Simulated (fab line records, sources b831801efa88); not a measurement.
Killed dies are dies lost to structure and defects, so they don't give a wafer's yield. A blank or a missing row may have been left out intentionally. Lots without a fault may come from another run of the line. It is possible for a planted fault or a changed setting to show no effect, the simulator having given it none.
2 desks looking at one fault :: flow gf180mcu :: every desk sees just its own numbers, and what lay behind them comes last

== DESK OF THE TOOL OWNER: rie-diel-01 ==
The tool's own readings at GF_POLY_GATE_ETCH_12 (etches BARC in N2/H2): means of the sampled wafers that have a number, for each lot that ran on this tool. Marked OUT: a lot whose mean sits more than 4 standard deviations from the usual mean, which makes it out of limits; the brackets give that distance.
Columns: A = drypump-motor-current-A at GF_POLY_GATE_ETCH_12, usual 5.8 A; B = oes-product-au at GF_POLY_GATE_ETCH_12, usual 0.735 a.u.; C = rf-fwd-power-W at GF_POLY_GATE_ETCH_12, usual 496.6 W; D = throttle-valve-pct at GF_POLY_GATE_ETCH_12, usual 13.215 %
lot: L926
first seen here: day 9 04:43
A: 5.9
B: 0.736
C: 497.3
D: 13.210

lot: L930
first seen here: day 10 12:31
A: 5.9
B: 0.733
C: 495.5
D: 13.218

lot: L931
first seen here: day 10 23:55
A: 5.6
B: 0.738
C: 495.4
D: 13.207

lot: L935
first seen here: day 12 06:13
A: 5.6
B: 0.736
C: 495.7
D: 13.215

lot: L938
first seen here: day 12 20:19
A: 5.9
B: 0.734
C: 498.1
D: 13.220

lot: L943
first seen here: day 14 03:12
A: 5.9
B: 0.733
C: 574.3 (+46) OUT
D: 13.220

lot: L946
first seen here: day 15 02:28
A: 6.3
B: 0.735
C: 576.7 (+47) OUT
D: 13.211
This desk finds L943, L946 out of limits, L943 being first, at day 14 03:12 (rf-fwd-power-W at GF_POLY_GATE_ETCH_12). L926, L930, L931, L935, L938: within limits.

== AT THE METROLOGY DESK ==
Means of the sampled wafers that have a number, per lot and without regard to the tool the lot ran on: this is what the gauges read. Marked OUT: a lot whose mean sits more than 4 standard deviations from the usual mean, which makes it out of limits; the brackets give that distance.
Columns: A = SAB_OVL at GF_SAB_OVL_MEAS_10, usual 0.0 nm; B = CONTACT_BOW at GF_CONTACT_BOW_MEAS_05, usual 67 um; C = CONTACT_OVL at GF_CONTACT_OVL_MEAS_15, usual 4 nm
lot: L926
first seen here: day 15 01:17
A: -0.5
B: 68
C: 5

lot: L927
first seen here: day 16 02:49
A: -0.7
B: 72
C: 5

lot: L929
first seen here: day 16 10:35
A: 0.3
B: 67
C: 3

lot: L930
first seen here: day 16 21:11
A: -1.0
B: 68
C: 5

lot: L931
first seen here: day 17 07:41
A: 0.1
B: 70
C: 5

lot: L932
first seen here: day 17 08:31
A: -0.6
B: 61
C: 4

lot: L933
first seen here: day 17 23:02
A: 0.2
B: 61
C: -4

lot: L935
first seen here: day 18 19:35
A: 0.2
B: 70
C: 1

lot: L938
first seen here: day 19 10:44
A: 0.3
B: 56
C: 9

lot: L939
first seen here: day 19 18:44
A: 0.6
B: 65
C: 3

lot: L940
first seen here: day 20 04:01
A: -1.7
B: 57
C: 11

lot: L943
first seen here: day 21 02:34
A: 0.0
B: 65
C: -2

lot: L946
first seen here: day 22 10:16
A: 2.7
B: 66
C: 10

lot: L949
first seen here: day 23 03:01
A: -1.4
B: 70
C: -2
Result from this desk: across the 14 lots, nothing is out of limits.

== ALL TOGETHER ==
At day 14 03:12, on L943, L946, the tool owner's desk was in a position to raise an alarm.
The metrology desk saw nothing out of limits.
The metrology desk has L943, L946 on record, within its limits.
GF_POLY_GATE_ETCH_12 was run on rie-diel-01 by each of the lots named.

== WHAT THE SIMULATOR PUT IN ==
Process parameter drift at GF_POLY_GATE_ETCH_12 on rie-diel-01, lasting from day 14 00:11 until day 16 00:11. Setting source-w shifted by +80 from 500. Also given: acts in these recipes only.
Shown lots that were struck: L943, L946.
Each desk's first reading out of limits, in hours after the fault started: the tool owner's desk, 3.
